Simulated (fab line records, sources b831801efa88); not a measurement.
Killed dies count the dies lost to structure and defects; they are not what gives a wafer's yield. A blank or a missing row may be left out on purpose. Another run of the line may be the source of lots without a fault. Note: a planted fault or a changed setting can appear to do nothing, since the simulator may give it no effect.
fab line records + flow sky130
record:
- lots: 6
- wafers: 18
- lastDay: 50
route steps=708 shown SONOS_ONO@186 GATE_OXIDE@187 PAD_OPEN@708
lots that met no fault: taken from a fault-free run of the same line
startH: start of the lot's first displayed wafer, in hours after the record's first day + waitH: hours from the lot's prior step to this one + " same as the row above + L1.1+2: one row covering several wafers at once + - no value, or no start was given + * or withheld: withheld + < > ~ a bound
route shown NAME@n: names a module that has steps shown in the file, with the first one's number in the route + usual: mean/standard deviation taken from wafers without a fault + same: alike in all rows + chamber/n: place in a boat + sites: per-site readings + _std_site: the standard deviation of these + _edge_site: outer sites' mean less inner sites' + radiusMm: how far each site lies from the wafer's centre + mask NAME#n: copy n + behind: tool/chamber where the wafer was last shaped + hold: reason for holding the lot/hours on hold/outcome of the hold + device: which transistor (n, p or np) failed to switch + end of line: the tests these same wafers got at the end of their route + a step given without rows: its recipe and nothing more + killed: dies that structure and defects cost at the first sort, which is not the same as the wafer's yield + map: the dies of a wafer, with x for killed, . for not killed, _ for no die there
set.NAME: the setting that was run; set.NAME@STEP: the one run at that earlier step + model.NAME: the simulator's own value behind a step, which no gauge read
lots at selected steps of the route; one table per step, one row per wafer
services: when a tool's chamber went out of use (startH, in hours from the record's first day, below 0 if earlier), for how many hours, and the reason
== steps ==
step: SKY_SONOS_ONO_WET_ETCH_18
recipe:
- chemistry: H3PO4
- targetDepthNm: 15
- target: Si3N4
- tempC: 160
- timeS: 172
step: SKY_GATE_OXIDE_CLEAN_00
recipe:
- chemistry: SC1/SC2
- mix: 1:4:20
- tempC: 70
- timeS: 150
- dry: n2Spin
step: SKY_GATE_OXIDE_OXIDATION_01
recipe:
- tempC: 900
- ambient: O2
- stabiliseS: 600
- purgeS: 300
- targetThkA: 102.68
- oxTimeS: 1473
step: SKY_GATE_OXIDE_THK_MEAS_02
recipe:
- reads: SiO2_of_GATE_OXIDE_OXIDATION_01
usual:
- GATE_OXIDE_OXIDATION_00_THK: 10.28/0.15
| lot.wafer | tool         | chamber | startH | waitH | GATE_OXIDE_OXIDATION_00_THK[nm] |
|-----------|--------------|---------|--------|-------|---------------------------------|
| L177.2    | filmMetro-01 | -       | 375.61 | 0.0   | 10.32                           |
| L177.4    | "            | -       | "      | "     | 10.20                           |
| L177.5    | "            | -       | "      | "     | 10.33                           |
| L178.1    | filmMetro-01 | -       | 384.40 | 0.0   | 10.22                           |
| L178.4    | "            | -       | "      | "     | 10.00                           |
| L178.6    | "            | -       | "      | "     | 10.08                           |
| L179.3    | filmMetro-03 | -       | 384.42 | 0.0   | 10.38                           |
| L179.5    | "            | -       | "      | "     | 10.14                           |
| L179.6    | "            | -       | "      | "     | 10.53                           |
| L181.1    | filmMetro-03 | -       | 398.35 | 0.0   | 10.07                           |
| L181.4    | "            | -       | "      | "     | 10.20                           |
| L181.5    | "            | -       | "      | "     | 10.14                           |
| L186.1    | filmMetro-01 | -       | 449.91 | 0.0   | 10.27                           |
| L186.2    | "            | -       | "      | "     | 10.38                           |
| L186.4    | "            | -       | "      | "     | 9.96                            |
| L189.3    | filmMetro-01 | -       | 492.34 | 0.0   | 10.13                           |
| L189.5    | "            | -       | "      | "     | 10.13                           |
| L189.6    | "            | -       | "      | "     | 10.05                           |
step: SKY_GATE_OXIDE_DEHYDRATE_03
recipe:
- tempC: 200
- timeS: 60
step: SKY_GATE_OXIDE_HMDS_04
recipe:
- primeTimeS: 60
- primeTempC: 120
step: SKY_GATE_OXIDE_COAT_05
recipe:
- resist: NOVOLAK
- spinRpm: 3000
- resistThkNm: 1140
step: SKY_GATE_OXIDE_SOFTBAKE_06
recipe:
- tempC: 90
- timeS: 60
- resist: NOVOLAK
step: SKY_GATE_OXIDE_EXPOSE_07
recipe:
- maskId: LVOM
- na: 0.6
- sourceShape: conventional
- sigmaOuter: 0.6
- polarization: unpolarized
- targetCdNm: 600
- doseMj: 170
step: SKY_GATE_OXIDE_PEB_08
recipe:
- tempC: withheld
- timeS: *
- resist: NOVOLAK
step: SKY_GATE_OXIDE_DEVELOP_09
recipe:
- resist: NOVOLAK
- developer: TMAH
- developTimeS: 60
- devTempC: 23
step: SKY_GATE_OXIDE_OVL_MEAS_10
usual:
- GATE_OXIDE_OVL: 0.4/1.7
| lot.wafer | tool       | chamber | startH | waitH | GATE_OXIDE_OVL[nm] |
|-----------|------------|---------|--------|-------|--------------------|
| L177.2    | overlay-02 | -       | 404.39 | 0.1   | 1.0                |
| L177.4    | "          | -       | "      | "     | 4.0                |
| L177.5    | "          | -       | "      | "     | 2.0                |
| L179.3    | overlay-02 | -       | 413.26 | 0.1   | -3.2               |
| L179.5    | "          | -       | "      | "     | -1.6               |
| L179.6    | "          | -       | "      | "     | -0.8               |
| L178.1    | overlay-01 | -       | 413.29 | 0.1   | 0.8                |
| L178.4    | "          | -       | "      | "     | -0.7               |
| L178.6    | "          | -       | "      | "     | 2.3                |
| L181.1    | overlay-01 | -       | 428.27 | 0.1   | 1.1                |
| L181.4    | "          | -       | "      | "     | 0.7                |
| L181.5    | "          | -       | "      | "     | 3.4                |
| L186.1    | overlay-01 | -       | 480.15 | 0.1   | -2.1               |
| L186.2    | "          | -       | "      | "     | -1.6               |
| L186.4    | "          | -       | "      | "     | 0.0                |
| L189.3    | overlay-02 | -       | 522.60 | 0.1   | -1.7               |
| L189.5    | "          | -       | "      | "     | -1.2               |
| L189.6    | "          | -       | "      | "     | -1.2               |
step: SKY_GATE_OXIDE_IMPLANT_11
recipe:
- species: B
- energyKev: 10
- doseCm2: 2.6e+12
- tiltDeg: withheld
usual:
- beamOnS: 9.99/0.19
- faradayCurrentUA: 14.68/0.27
| lot.wafer | tool         | chamber | startH | waitH | beamOnS | faradayCurrentUA |
|-----------|--------------|---------|--------|-------|---------|------------------|
| L177.2    | implanter-03 | 0       | 404.45 | 0.0   | 11.91   | 12.32            |
| L177.4    | "            | 0       | "      | "     | 11.37   | 12.87            |
| L177.5    | "            | 0       | "      | "     | 11.21   | 13.10            |
| L178.1    | implanter-03 | 0       | 413.32 | 0.0   | 11.45   | 12.80            |
| L178.4    | "            | 0       | "      | "     | 11.30   | 12.96            |
| L178.6    | "            | 0       | "      | "     | 11.30   | 12.92            |
| L179.3    | implanter-04 | 0       | 413.33 | 0.1   | 10.40   | 14.04            |
| L179.5    | "            | 0       | "      | "     | 9.92    | 14.80            |
| L179.6    | "            | 0       | "      | "     | 10.07   | 14.54            |
| L181.1    | implanter-01 | 0       | 428.30 | 0.0   | 10.04   | 14.64            |
| L181.4    | "            | 0       | "      | "     | 10.18   | 14.36            |
| L181.5    | "            | 0       | "      | "     | 9.81    | 14.82            |
| L186.1    | implanter-03 | 0       | 480.18 | 0.0   | 9.86    | 14.95            |
| L186.2    | "            | 0       | "      | "     | 9.83    | 14.87            |
| L186.4    | "            | 0       | "      | "     | 10.14   | 14.44            |
| L189.3    | implanter-04 | 0       | 522.67 | 0.1   | 9.85    | 14.84            |
| L189.5    | "            | 0       | "      | "     | 9.85    | 14.92            |
| L189.6    | "            | 0       | "      | "     | 9.96    | 14.67            |
step: SKY_GATE_OXIDE_WET_ETCH_12
recipe:
- chemistry: dHF
- targetDepthNm: 16.8
- dry: n2Spin
- target: SiO2
- dilution: 100:1
- tempC: 25
- timeS: 336
step: SKY_PAD_OPEN_PROBE_99
usual:
- killed_at_M0_to_M3: 44/7.2
- killed_at_M4_up: 3.4/2.1
- killedAtContacts: 24/5.5
- killedAtFrontEnd: 15/4.6
- killedAtOther: 0.4/0.64
- killedDies: 86/9.1
- killedOpen: 47/7.5
- killedShort: 39/5.8
same:
- grossDies: 492
- killedAtBackSide: 0
| lot.wafer | tool      | chamber | startH  | waitH | killed_at_M0_to_M3 | killed_at_M4_up | killedAtContacts | killedAtFrontEnd | killedAtOther | killedDies | killedOpen | killedShort | model.etest.tipP.rsOhmSq | model.etest.pfet_01v8.rOnOhmUm | model.etest.nfet_01v8_lvt.driveUaUm | model.etest.pfet_01v8_lvt.driveUaUm | model.etest.nfet_01v8_swapped.driveUaUm | model.etest.nfet_01v8_turned.driveUaUm | model.etest.nfet_01v8.driveUaUm | model.etest.pfet_01v8.driveUaUm |
|-----------|-----------|---------|---------|-------|--------------------|-----------------|------------------|------------------|---------------|------------|------------|-------------|--------------------------|--------------------------------|-------------------------------------|-------------------------------------|-----------------------------------------|----------------------------------------|---------------------------------|---------------------------------|
| L177.2    | prober-02 | -       | 1144.27 | 0.1   | 45                 | 0               | 18               | 13               | 0             | 76         | 37         | 39          | 6640                     | 2731                           | 548.5                               | 197.5                               | 488.6                                   | 476.3                                  | 481.6                           | 210.2                           |
| L177.4    | prober-02 | -       | 1144.37 | 0.2   | 38                 | 0               | 21               | 12               | 1             | 72         | 43         | 29          | 6694                     | 2774                           | 537.4                               | 197.4                               | 476.5                                   | 475.8                                  | 476                             | 207                             |
| L177.5    | prober-02 | -       | 1144.42 | 0.2   | 50                 | 1               | 28               | 12               | 1             | 92         | 46         | 46          | 6666                     | 2811                           | 540.4                               | 194.5                               | 471.4                                   | 471.8                                  | 469.9                           | 205.1                           |
| L179.3    | prober-01 | -       | 1148.61 | 0.2   | 45                 | 4               | 25               | 15               | 1             | 90         | 57         | 31          | 6800                     | 2945                           | 567.9                               | 173.3                               | 498.2                                   | 494.3                                  | 493.7                           | 190.5                           |
| L179.5    | prober-01 | -       | 1148.71 | 0.2   | 44                 | 2               | 34               | 15               | 2             | 97         | 49         | 48          | 6809                     | 2933                           | 567.6                               | 173.1                               | 501.1                                   | 502                                    | 502.3                           | 188.4                           |
| L179.6    | prober-01 | -       | 1148.76 | 0.2   | 42                 | 1               | 28               | 11               | 2             | 84         | 51         | 31          | 6821                     | 2897                           | 590.7                               | 175.4                               | 519                                     | 523.1                                  | 519.9                           | 191.9                           |
| L178.1    | prober-02 | -       | 1150.81 | 0.1   | 60                 | 2               | 16               | 15               | 0             | 93         | 49         | 44          | 6773                     | 2746                           | 552.2                               | 194.2                               | 486.6                                   | 483.3                                  | 480.6                           | 210.2                           |
| L178.4    | prober-02 | -       | 1150.96 | 0.2   | 49                 | 1               | 28               | 23               | 1             | 102        | 63         | 39          | 6731                     | 2790                           | 534.7                               | 192                                 | 469.4                                   | 473.5                                  | 468.6                           | 203.8                           |
| L178.6    | prober-02 | -       | 1151.06 | 0.2   | 48                 | 5               | 16               | 12               | 0             | 81         | 42         | 39          | 6819                     | 2755                           | 536                                 | 192.8                               | 476.4                                   | 471.5                                  | 472.8                           | 205                             |
| L181.1    | prober-01 | -       | 1155.61 | 0.1   | 40                 | 2               | 17               | 20               | 0             | 79         | 37         | 42          | 6830                     | 2776                           | 597.8                               | 182.2                               | 534.4                                   | 532.3                                  | 526.8                           | 202.2                           |
| L181.4    | prober-01 | -       | 1155.76 | 0.2   | 45                 | 11              | 19               | 22               | 0             | 97         | 54         | 43          | 6755                     | 2818                           | 608                                 | 181.9                               | 532.6                                   | 528.5                                  | 528.4                           | 202.8                           |
| L181.5    | prober-01 | -       | 1155.81 | 0.2   | 53                 | 7               | 31               | 17               | 0             | 108        | 67         | 41          | 6777                     | 2857                           | 583.8                               | 180.6                               | 520.4                                   | 511.4                                  | 515.2                           | 198.6                           |
| L186.1    | prober-01 | -       | 1186.34 | 0.1   | 46                 | 3               | 27               | 9                | 0             | 85         | 51         | 34          | 6835                     | 2877                           | 584.9                               | 172.8                               | 513.8                                   | 513.1                                  | 511.2                           | 190.7                           |
| L186.2    | prober-01 | -       | 1186.39 | 0.1   | 44                 | 5               | 28               | 12               | 0             | 89         | 48         | 41          | 6714                     | 2939                           | 566.6                               | 171.1                               | 499.7                                   | 503                                    | 499.1                           | 187.4                           |
| L186.4    | prober-01 | -       | 1186.49 | 0.2   | 42                 | 4               | 30               | 14               | 0             | 90         | 50         | 40          | 6786                     | 2902                           | 585                                 | 172.2                               | 512.7                                   | 510.5                                  | 510.2                           | 194.4                           |
| L189.3    | prober-01 | -       | 1205.57 | 0.2   | 61                 | 2               | 16               | 17               | 0             | 96         | 51         | 44          | 6998                     | 3018                           | 566.3                               | 168.7                               | 497.9                                   | 499.8                                  | 499.1                           | 181.7                           |
| L189.5    | prober-01 | -       | 1205.67 | 0.2   | 48                 | 4               | 18               | 21               | 0             | 91         | 62         | 29          | 6975                     | 2957                           | 576.2                               | 171.1                               | 506                                     | 503.5                                  | 503.1                           | 187.3                           |
| L189.6    | prober-01 | -       | 1205.72 | 0.2   | 45                 | 4               | 39               | 14               | 0             | 102        | 56         | 46          | 6957                     | 2945                           | 572.5                               | 171.4                               | 506.3                                   | 503.2                                  | 506                             | 187.4                           |
killed by level:class
L177.2 VIA2:geometricParticle:open=10 METAL1:geometricParticle:short=7 LOCAL_INTERCONNECT:geometricParticle:short=6 VIA1:geometricParticle:open=6 POLY_GATE:geometricParticle:short=5 LI_CONTACT:geometricParticle:open=5 METAL3:geometricParticle:short=5 CONTACT:geometricParticle:open=4
L177.4 VIA1:geometricParticle:open=11 LI_CONTACT:geometricParticle:open=8 FIELD_ISO:geometricParticle:open=5 CONTACT:geometricParticle:open=5 VIA3:geometricParticle:open=5 VIA3:geometricParticle:short=5 VIA1:geometricParticle:short=4 METAL1:geometricParticle:short=4
L177.5 VIA1:geometricParticle:open=15 CONTACT:geometricParticle:open=10 VIA1:geometricParticle:short=9 LI_CONTACT:geometricParticle:open=8 METAL1:geometricParticle:short=7 METAL2:geometricParticle:short=7 LOCAL_INTERCONNECT:geometricParticle:short=6 POLY_GATE:geometricParticle:short=5
L179.3 VIA2:geometricParticle:open=10 VIA3:geometricParticle:open=9 LI_CONTACT:geometricParticle:open=8 CONTACT:geometricParticle:open=8 VIA1:geometricParticle:open=6 FIELD_ISO:geometricParticle:open=5 VIA1:geometricParticle:short=5 CONTACT:geometricParticle:short=4
L179.5 CONTACT:geometricParticle:open=13 VIA1:geometricParticle:open=10 METAL1:geometricParticle:short=8 LI_CONTACT:geometricParticle:open=8 VIA3:geometricParticle:open=6 FIELD_ISO:geometricParticle:short=5 LI_CONTACT:geometricParticle:short=4 LOCAL_INTERCONNECT:geometricParticle:short=4
L179.6 VIA1:geometricParticle:open=15 LI_CONTACT:geometricParticle:open=8 VIA2:geometricParticle:open=8 CONTACT:geometricParticle:open=6 LI_CONTACT:geometricParticle:short=5 CONTACT:geometricParticle:short=5 VIA1:geometricParticle:short=5 VIA3:geometricParticle:open=5
L178.1 VIA1:geometricParticle:open=13 VIA2:geometricParticle:open=8 METAL2:geometricParticle:short=7 VIA3:geometricParticle:open=7 VIA1:geometricParticle:short=6 LOCAL_INTERCONNECT:geometricParticle:short=5 CONTACT:geometricParticle:open=5 METAL1:geometricParticle:short=5
L178.4 VIA1:geometricParticle:open=12 CONTACT:geometricParticle:open=12 VIA3:geometricParticle:open=8 VIA1:geometricParticle:short=8 VIA2:geometricParticle:open=8 FIELD_ISO:geometricParticle:open=5 LI_CONTACT:geometricParticle:open=5 LOCAL_INTERCONNECT:geometricParticle:short=5
L178.6 METAL2:geometricParticle:short=11 VIA1:geometricParticle:open=8 VIA2:geometricParticle:open=8 VIA3:geometricParticle:open=6 CONTACT:geometricParticle:open=6 FIELD_ISO:geometricParticle:short=4 METAL1:geometricParticle:short=4 POLY_GATE:geometricParticle:short=3
L181.1 VIA3:geometricParticle:open=9 POLY_GATE:geometricParticle:open=7 CONTACT:geometricParticle:short=6 VIA1:geometricParticle:open=6 CONTACT:geometricParticle:open=5 METAL1:geometricParticle:short=5 METAL2:geometricParticle:short=5 POLY_GATE:geometricParticle:short=4
L181.4 VIA1:geometricParticle:open=13 VIA2:geometricParticle:open=8 FIELD_ISO:geometricParticle:short=7 METAL4:geometricParticle:short=7 METAL3:geometricParticle:short=6 FIELD_ISO:geometricParticle:open=6 METAL1:geometricParticle:short=5 POLY_GATE:geometricParticle:open=4
L181.5 LI_CONTACT:geometricParticle:open=13 VIA1:geometricParticle:open=13 CONTACT:geometricParticle:open=7 VIA3:geometricParticle:open=7 CONTACT:geometricParticle:short=6 METAL1:geometricParticle:short=6 FIELD_ISO:geometricParticle:open=5 VIA2:geometricParticle:open=5
L186.1 VIA1:geometricParticle:open=13 CONTACT:geometricParticle:open=12 METAL1:geometricParticle:short=9 VIA2:geometricParticle:open=8 LI_CONTACT:geometricParticle:open=5 LOCAL_INTERCONNECT:geometricParticle:short=4 CONTACT:geometricParticle:short=4 METAL3:geometricParticle:short=4
L186.2 LI_CONTACT:geometricParticle:open=9 METAL2:geometricParticle:short=9 CONTACT:geometricParticle:short=8 CONTACT:geometricParticle:open=7 VIA1:geometricParticle:open=6 VIA3:geometricParticle:short=6 VIA2:geometricParticle:open=6 METAL1:geometricParticle:short=5
L186.4 LI_CONTACT:geometricParticle:open=8 VIA2:geometricParticle:open=8 VIA1:geometricParticle:open=7 LI_CONTACT:geometricParticle:short=6 CONTACT:geometricParticle:open=6 VIA1:geometricParticle:short=6 VIA3:geometricParticle:open=6 FIELD_ISO:geometricParticle:open=5
L189.3 VIA1:geometricParticle:open=16 METAL1:geometricParticle:short=10 CONTACT:geometricParticle:open=7 VIA3:geometricParticle:open=7 VIA2:geometricParticle:open=6 VIA1:geometricParticle:short=5 FIELD_ISO:geometricParticle:open=4 POLY_GATE:geometricParticle:open=4
L189.5 VIA2:geometricParticle:open=12 VIA1:geometricParticle:open=9 FIELD_ISO:geometricParticle:open=8 LI_CONTACT:geometricParticle:open=7 CONTACT:geometricParticle:open=6 VIA3:geometricParticle:open=5 METAL1:geometricParticle:short=5 POLY_GATE:geometricParticle:open=4
L189.6 CONTACT:geometricParticle:open=13 VIA3:geometricParticle:open=9 CONTACT:geometricParticle:short=8 VIA1:geometricParticle:open=8 METAL1:geometricParticle:short=8 VIA2:geometricParticle:open=7 FIELD_ISO:geometricParticle:open=6 LOCAL_INTERCONNECT:geometricParticle:short=6
== services ==
| tool         | chamber | startH | hours | kind   |
|--------------|---------|--------|-------|--------|
| implanter-03 | -       | 419.49 | 3.8   | pm     |
| implanter-04 | -       | 429.51 | 4.5   | repair |
| implanter-03 | -       | 438.41 | 15.5  | repair |
| implanter-01 | -       | 459.38 | 2.9   | repair |
| implanter-01 | -       | 476.59 | 4.8   | pm     |
| implanter-03 | -       | 504.68 | 0.7   | repair |
== key ==
firstSign:
- step: SKY_GATE_OXIDE_IMPLANT_11
- reading: beamOnS
- direction: up
- sigmas: 7.6
- usual: 9.99
- struck: 11.42
effect:
- step: SKY_GATE_OXIDE_IMPLANT_11
- reading: faradayCurrentUA
- direction: down
- sigmas: 6.8
- usual: 14.68
- struck: 12.83
modelEffect:
- step: SKY_PAD_OPEN_PROBE_99
- value: etest.tipP.rsOhmSq
- without: 6892
- struck: 6720
metAt SKY_GATE_OXIDE_IMPLANT_11
struckWafers L177.2,L177.4,L177.5,L178.1,L178.4,L178.6
testerLeftOut L177,L178
fault:
- kind: processParameterDrift
- tool: implanter-03
- chamber: -
- onsetH: 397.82
- steps: SKY_GATE_OXIDE_IMPLANT_11
- channel: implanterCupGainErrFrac
- offset: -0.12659
- shape: step
- endH: 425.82
testerLeftOut: of these lots the tester's yield and bins aren't shown, on N5 and GAA mostly nor the transistor test; their killed dies are dies lost to structure and defects alone, not to doping, threshold or leakage, so they don't give the yield
